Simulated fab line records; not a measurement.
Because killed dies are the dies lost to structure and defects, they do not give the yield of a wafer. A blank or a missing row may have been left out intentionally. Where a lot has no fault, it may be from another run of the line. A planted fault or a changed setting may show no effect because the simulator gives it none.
fab line records -- flow gf180mcu
record lots=13, wafers=39, last-day=34
route steps=602 shown NWELL@51 V2@385
lots untouched by any fault: they come from a run of this same line in which no faults occurred
start-h: start of the lot's first displayed wafer, in hours after the record's first day -- wait-h: time in hours since the lot's previous step -- " same as the row above -- L1.1+2: one row covering several wafers at once -- - no value, or no start given -- * or withheld: withheld -- < > ~ a bound
route shown NAME@n: NAME is a module with steps in the file, n the number in the route of the first one -- usual: mean/standard deviation of fault-free wafers -- same: alike in all rows -- chamber/n: place in a boat -- sites: the reading at each site -- _std_site: standard deviation across them -- _edge_site: outer sites' mean less inner sites' -- radius-mm: for every site, how far away it sits from the centre of the wafer -- mask NAME#n: copy n -- behind: the last tool/chamber to shape the wafer -- hold: why the lot went on hold/how many hours it stayed there/how the hold came to an end -- device: names the non-switching transistor (n, p or np) -- end of line: the tests these same wafers got at the end of their route -- a step without rows: its recipe alone -- killed: count of dies lost to structure and defects at first sort (not the wafer's yield) -- map: dies across one wafer; x = killed, . = not, _ = none there
set.NAME: setting as actually run; set.NAME@STEP: the setting as run at that earlier step -- model.NAME: the simulator's own value behind a step, which no gauge read
a sample of lots followed through the steps of the route, with each step as a table and each wafer as a row
services: the hour from which a tool's chamber was out of use, counted from the record's first day as start-h (under 0 if before that day), plus the number of hours and why
## steps
# step GF_NWELL_IMPLANT_09
# recipe species=P, energy-kev=160, dose-cm2=4e+12, tilt-deg=0
# usual dose-ions-cm2=3.999e+12/4.1e+09, faraday-current-uA=22.6/0.42
lot.wafer,tool,chamber,start-h,wait-h,dose-ions-cm2,faraday-current-uA
L956.1,implanter-02,0,55.29,0.1,4.001e+12,22.9
L956.4,implanter-02,0,55.29,0.1,3.998e+12,22.5
L956.6,implanter-02,0,55.29,0.1,4.002e+12,22.6
L958.2,implanter-04,0,66.16,0.1,3.991e+12,22.8
L958.4,implanter-04,0,66.16,0.1,3.997e+12,23.0
L958.6,implanter-04,0,66.16,0.1,3.996e+12,22.8
L959.2,implanter-02,0,71.61,0.1,3.999e+12,23.3
L959.4,implanter-02,0,71.61,0.1,3.999e+12,22.4
L959.5,implanter-02,0,71.61,0.1,3.993e+12,21.5
L960.2,implanter-02,0,76.24,0.1,3.999e+12,21.7
L960.3,implanter-02,0,76.24,0.1,4.002e+12,22.0
L960.4,implanter-02,0,76.24,0.1,3.999e+12,23.3
L962.1,implanter-02,0,90.93,0.1,3.619e+12,21.0
L962.3,implanter-02,0,90.93,0.1,3.621e+12,20.1
L962.6,implanter-02,0,90.93,0.1,3.624e+12,20.3
L964.1,implanter-02,0,102.97,0.1,3.623e+12,20.5
L964.2,implanter-02,0,102.97,0.1,3.626e+12,20.3
L964.6,implanter-02,0,102.97,0.1,3.622e+12,21.3
L971.2,implanter-01,0,143.11,0.1,3.996e+12,22.4
L971.3,implanter-01,0,143.11,0.1,4e+12,22.3
L971.4,implanter-01,0,143.11,0.1,4.009e+12,22.3
L973.1,implanter-01,0,152.23,0.1,4e+12,22.9
L973.2,implanter-01,0,152.23,0.1,3.999e+12,22.2
L973.5,implanter-01,0,152.23,0.1,4.004e+12,22.9
L974.1,implanter-04,0,154.98,0.1,4.004e+12,22.8
L974.3,implanter-04,0,154.98,0.1,3.996e+12,22.7
L974.4,implanter-04,0,154.98,0.1,3.991e+12,22.5
L976.1,implanter-04,0,164.22,0.1,3.995e+12,22.8
L976.3,implanter-04,0,164.22,0.1,3.998e+12,22.8
L976.6,implanter-04,0,164.22,0.1,4.001e+12,22.7
L977.2,implanter-01,0,171.14,0.1,3.995e+12,22.4
L977.3,implanter-01,0,171.14,0.1,3.993e+12,22.9
L977.5,implanter-01,0,171.14,0.1,3.993e+12,23.5
L978.1,implanter-04,0,176.88,0.1,3.999e+12,22.5
L978.3,implanter-04,0,176.88,0.1,4.004e+12,22.7
L978.4,implanter-04,0,176.88,0.1,4e+12,22.3
L979.2,implanter-01,0,180.59,0.1,4.001e+12,22.2
L979.4,implanter-01,0,180.59,0.1,3.995e+12,22.5
L979.6,implanter-01,0,180.59,0.1,3.998e+12,22.6
# step GF_VT_IMPLANT_RS_MEAS_47
# recipe thk-meas-gauge=four-point-probe
# usual NWELL_RS=488.2/1.3
lot.wafer,tool,chamber,start-h,wait-h,NWELL_RS[ohm/sq]
L956.1,film-metro-03,-,154.01,0.1,489.3
L956.4,film-metro-03,-,154.01,0.1,488.5
L956.6,film-metro-03,-,154.01,0.1,487.5
L958.2,film-metro-04,-,167.93,0.1,489.1
L958.4,film-metro-04,-,167.93,0.1,488.3
L958.6,film-metro-04,-,167.93,0.1,488.5
L959.2,film-metro-04,-,175.38,0.1,488.8
L959.4,film-metro-04,-,175.38,0.1,490.7
L959.5,film-metro-04,-,175.38,0.1,489.8
L960.2,film-metro-04,-,179.67,0.1,489.3
L960.3,film-metro-04,-,179.67,0.1,489.9
L960.4,film-metro-04,-,179.67,0.1,488.4
L962.1,film-metro-01,-,199.20,0.1,496.1
L962.3,film-metro-01,-,199.20,0.1,497.7
L962.6,film-metro-01,-,199.20,0.1,496.8
L964.1,film-metro-03,-,216.01,0.1,495.2
L964.2,film-metro-03,-,216.01,0.1,495.1
L964.6,film-metro-03,-,216.01,0.1,493.7
L971.2,film-metro-04,-,265.29,0.1,490.4
L971.3,film-metro-04,-,265.29,0.1,489.3
L971.4,film-metro-04,-,265.29,0.1,488.5
L973.1,film-metro-01,-,276.62,0.1,488.7
L973.2,film-metro-01,-,276.62,0.1,489.0
L973.5,film-metro-01,-,276.62,0.1,489.2
L974.1,film-metro-01,-,279.36,0.1,489.3
L974.3,film-metro-01,-,279.36,0.1,488.3
L974.4,film-metro-01,-,279.36,0.1,489.9
L976.1,film-metro-01,-,289.41,0.1,486.9
L976.3,film-metro-01,-,289.41,0.1,488.0
L976.6,film-metro-01,-,289.41,0.1,489.2
L977.2,film-metro-03,-,298.26,0.1,487.0
L977.3,film-metro-03,-,298.26,0.1,487.0
L977.5,film-metro-03,-,298.26,0.1,486.6
L978.1,film-metro-01,-,305.77,0.1,487.7
L978.3,film-metro-01,-,305.77,0.1,486.5
L978.4,film-metro-01,-,305.77,0.1,488.2
L979.2,film-metro-04,-,311.88,0.1,486.2
L979.4,film-metro-04,-,311.88,0.1,487.1
L979.6,film-metro-04,-,311.88,0.1,486.4
# step GF_V2_THK_MEAS_03
# recipe reads=SiO2_of_V2_CVD_02
# usual V2_CVD_02_THK=852/13
lot.wafer,tool,chamber,start-h,wait-h,V2_CVD_02_THK[nm]
L956.1,film-metro-04,-,430.06,0.0,851
L956.4,film-metro-04,-,430.06,0.0,868
L956.6,film-metro-04,-,430.06,0.0,867
L958.2,film-metro-03,-,450.75,0.0,837
L958.4,film-metro-03,-,450.75,0.0,860
L958.6,film-metro-03,-,450.75,0.0,844
L959.2,film-metro-03,-,460.70,0.0,854
L959.4,film-metro-03,-,460.70,0.0,857
L959.5,film-metro-03,-,460.70,0.0,854
L960.2,film-metro-01,-,467.81,0.0,838
L960.3,film-metro-01,-,467.81,0.0,823
L960.4,film-metro-01,-,467.81,0.0,837
L962.1,film-metro-01,-,494.18,0.0,857
L962.3,film-metro-01,-,494.18,0.0,846
L962.6,film-metro-01,-,494.18,0.0,861
L964.1,film-metro-04,-,515.24,0.0,858
L964.2,film-metro-04,-,515.24,0.0,866
L964.6,film-metro-04,-,515.24,0.0,864
L971.2,film-metro-01,-,576.97,0.0,838
L971.3,film-metro-01,-,576.97,0.0,848
L971.4,film-metro-01,-,576.97,0.0,857
L973.1,film-metro-01,-,591.10,0.1,852
L973.2,film-metro-01,-,591.10,0.1,837
L973.5,film-metro-01,-,591.10,0.1,872
L974.1,film-metro-01,-,591.80,0.1,850
L974.3,film-metro-01,-,591.80,0.1,856
L974.4,film-metro-01,-,591.80,0.1,843
L976.1,film-metro-03,-,603.19,0.0,856
L976.3,film-metro-03,-,603.19,0.0,842
L976.6,film-metro-03,-,603.19,0.0,880
L977.2,film-metro-04,-,610.15,0.0,862
L977.3,film-metro-04,-,610.15,0.0,842
L977.5,film-metro-04,-,610.15,0.0,865
L978.1,film-metro-04,-,619.29,0.0,853
L978.3,film-metro-04,-,619.29,0.0,863
L978.4,film-metro-04,-,619.29,0.0,866
L979.2,film-metro-03,-,627.37,0.0,818
L979.4,film-metro-03,-,627.37,0.0,825
L979.6,film-metro-03,-,627.37,0.0,832
# step GF_V2_BOW_MEAS_05
# recipe mode=bow
# usual V2_BOW=100/7.7
lot.wafer,tool,chamber,start-h,wait-h,V2_BOW[um]
L956.1,film-metro-04,-,430.42,0.1,118
L956.4,film-metro-04,-,430.42,0.1,115
L956.6,film-metro-04,-,430.42,0.1,103
L958.2,film-metro-04,-,451.12,0.2,99
L958.4,film-metro-04,-,451.12,0.2,99
L958.6,film-metro-04,-,451.12,0.2,110
L959.2,film-metro-01,-,461.07,0.1,107
L959.4,film-metro-01,-,461.07,0.1,107
L959.5,film-metro-01,-,461.07,0.1,113
L960.2,film-metro-01,-,468.18,0.2,99
L960.3,film-metro-01,-,468.18,0.2,108
L960.4,film-metro-01,-,468.18,0.2,97
L962.1,film-metro-04,-,494.54,0.1,99
L962.3,film-metro-04,-,494.54,0.1,100
L962.6,film-metro-04,-,494.54,0.1,94
L964.1,film-metro-01,-,515.60,0.2,101
L964.2,film-metro-01,-,515.60,0.2,94
L964.6,film-metro-01,-,515.60,0.2,104
L971.2,film-metro-03,-,577.34,0.2,95
L971.3,film-metro-03,-,577.34,0.2,94
L971.4,film-metro-03,-,577.34,0.2,96
L973.1,film-metro-03,-,591.46,0.2,104
L973.2,film-metro-03,-,591.46,0.2,110
L973.5,film-metro-03,-,591.46,0.2,97
L974.1,film-metro-03,-,592.16,0.1,101
L974.3,film-metro-03,-,592.16,0.1,104
L974.4,film-metro-03,-,592.16,0.1,102
L976.1,film-metro-04,-,603.55,0.1,101
L976.3,film-metro-04,-,603.55,0.1,104
L976.6,film-metro-04,-,603.55,0.1,101
L977.2,film-metro-01,-,610.52,0.2,107
L977.3,film-metro-01,-,610.52,0.2,108
L977.5,film-metro-01,-,610.52,0.2,105
L978.1,film-metro-01,-,619.65,0.2,100
L978.3,film-metro-01,-,619.65,0.2,100
L978.4,film-metro-01,-,619.65,0.2,100
L979.2,film-metro-04,-,627.74,0.1,119
L979.4,film-metro-04,-,627.74,0.1,102
L979.6,film-metro-04,-,627.74,0.1,107
# step GF_V2_ETCH_16
# recipe chemistry=N2/H2, target-depth-a=withheld, overetch-a=withheld, time-s=withheld, target=BARC, ion-energy-ev=200, source-w=500, bias-w=100, pressure-mtorr=30, n2-flow-sccm=100, h2-flow-sccm=200
# usual drypump-motor-current-A=5.7/0.52, n2-flow-sccm=100.0/0.31, oes-product-au=0.855/0.0049, rf-fwd-power-W=494.9/1.9, throttle-valve-pct=13.226/0.0088
lot.wafer,tool,chamber,start-h,wait-h,drypump-motor-current-A,n2-flow-sccm,oes-product-au,rf-fwd-power-W,throttle-valve-pct
L956.1,rie-diel-01,2,453.08,0.0,5.5,99.9,0.851,500.0,13.216
L956.4,rie-diel-01,3,453.08,0.0,5.9,100.0,0.851,497.2,13.227
L956.6,rie-diel-01,0,453.08,0.0,4.9,100.1,0.857,495.0,13.224
L958.2,rie-diel-02,2,475.75,0.0,6.1,100.1,0.857,495.1,13.235
L958.4,rie-diel-02,3,475.75,0.0,5.3,100.2,0.860,497.3,13.236
L958.6,rie-diel-02,3,475.75,0.0,5.3,100.1,0.859,496.9,13.237
L959.2,rie-diel-04,1,485.25,0.0,6.3,99.4,0.843,493.7,13.210
L959.4,rie-diel-04,3,485.25,0.0,4.9,99.8,0.846,496.3,13.222
L959.5,rie-diel-04,3,485.25,0.0,4.9,99.8,0.851,496.6,13.222
L960.2,rie-diel-01,1,492.45,0.0,5.8,100.1,0.857,492.5,13.237
L960.3,rie-diel-01,3,492.45,0.0,5.9,100.2,0.863,493.8,13.243
L960.4,rie-diel-01,0,492.45,0.0,4.9,100.5,0.849,497.0,13.226
L962.1,rie-diel-02,0,518.40,0.0,6.3,99.9,0.849,494.2,13.230
L962.3,rie-diel-02,1,518.40,0.0,5.9,100.5,0.846,496.3,13.231
L962.6,rie-diel-02,0,518.40,0.0,6.3,99.6,0.860,491.8,13.226
L964.1,rie-diel-04,0,539.15,0.0,5.3,99.7,0.856,495.8,13.228
L964.2,rie-diel-04,3,539.15,0.0,4.9,100.5,0.863,494.6,13.223
L964.6,rie-diel-04,1,539.15,0.0,6.4,100.1,0.859,491.3,13.208
L971.2,rie-diel-01,1,598.53,0.0,5.8,99.8,0.847,496.0,13.217
L971.3,rie-diel-01,0,598.53,0.0,4.9,99.6,0.854,496.9,13.217
L971.4,rie-diel-01,2,598.53,0.0,5.5,100.1,0.853,496.6,13.222
L973.1,rie-diel-04,1,612.00,0.0,6.3,99.9,0.851,492.9,13.224
L973.2,rie-diel-04,2,612.00,0.0,6.0,100.3,0.863,494.9,13.230
L973.5,rie-diel-04,1,612.00,0.0,6.3,100.0,0.854,492.6,13.221
L974.1,rie-diel-02,0,613.30,0.0,6.3,100.3,0.853,493.3,13.229
L974.3,rie-diel-02,2,613.30,0.0,6.1,100.2,0.852,492.9,13.222
L974.4,rie-diel-02,1,613.30,0.0,5.9,100.0,0.853,496.1,13.223
L976.1,rie-diel-02,1,624.15,0.0,5.9,100.1,0.853,494.0,13.227
L976.3,rie-diel-02,0,624.15,0.0,6.3,99.3,0.847,494.2,13.225
L976.6,rie-diel-02,3,624.15,0.0,5.3,100.2,0.852,494.7,13.232
L977.2,rie-diel-04,2,630.88,0.0,5.9,100.1,0.851,492.6,13.230
L977.3,rie-diel-04,1,630.88,0.0,6.4,99.8,0.857,494.1,13.229
L977.5,rie-diel-04,2,630.88,0.0,6.0,100.2,0.855,493.6,13.238
L978.1,rie-diel-01,0,639.38,0.0,4.9,100.1,0.855,495.1,13.219
L978.3,rie-diel-01,1,639.38,0.0,5.8,100.0,0.852,491.4,13.218
L978.4,rie-diel-01,0,639.38,0.0,4.9,100.1,0.862,494.8,13.230
L979.2,rie-diel-04,0,647.80,0.0,5.2,100.0,0.854,495.5,13.237
L979.4,rie-diel-04,2,647.80,0.0,6.0,99.9,0.860,494.3,13.219
L979.6,rie-diel-04,0,647.80,0.0,5.2,100.3,0.858,495.1,13.228
## services
tool,chamber,start-h,hours,kind
implanter-01,-,35.65,2.3,repair
implanter-04,-,43.72,3.2,pm
implanter-04,-,47.16,2.5,pm
rie-diel-04,-,50.52,11.7,repair
implanter-04,-,61.96,3.5,repair
rie-diel-04,3,61.99,17.4,repair
rie-diel-01,-,64.53,2.8,pm
rie-diel-02,2,66.13,3.3,repair
implanter-02,-,123.13,4.2,pm
rie-diel-04,-,128.93,2.1,repair
rie-diel-04,0,184.99,4.5,repair
implanter-02,-,235.70,2.2,repair
rie-diel-04,1,381.63,5.0,repair
rie-diel-04,-,392.27,2.0,repair
implanter-02,-,415.04,1.8,repair
rie-diel-04,3,454.27,7.8,repair
rie-diel-04,-,481.79,2.8,pm
rie-diel-04,3,509.08,8.6,repair
rie-diel-04,0,523.48,5.7,repair
implanter-02,-,559.84,0.7,repair
rie-diel-04,2,579.26,3.2,repair
implanter-02,-,611.89,3.5,pm
implanter-02,-,617.48,1.7,repair
rie-diel-04,3,644.79,5.0,repair
## key
first-sign step=GF_NWELL_IMPLANT_09, reading=dose-ions-cm2, direction=down, sigmas=91, usual=3.999e+12, struck=3.622e+12
effect step=GF_NWELL_IMPLANT_09, reading=faraday-current-uA, direction=down, sigmas=4.7, usual=22.6, struck=20.6
effect step=GF_VT_IMPLANT_RS_MEAS_47, reading=NWELL_RS, direction=up, sigmas=6, usual=488.2, struck=495.8
met-at GF_NWELL_IMPLANT_09
struck-lots L962,L964
tester-left-out L962,L964
not-acting-at GF_V2_THK_MEAS_03,GF_V2_BOW_MEAS_05,GF_V2_ETCH_16
onset-between 76.24 90.93
fault kind=process-parameter-drift, tool=implanter-02, chamber=-, onset-h=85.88, steps=GF_NWELL_IMPLANT_09, channel=dose-cm2, offset=-3.738e+11, shape=step, end-h=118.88, acts-in=these-recipes-only, stated=4e+12
# tester-left-out: of these lots the tester's yield and bins aren't shown, on N5 and GAA mostly nor the transistor test; their killed dies are dies lost to structure and defects alone, not to doping, threshold or leakage, so they don't give the yield
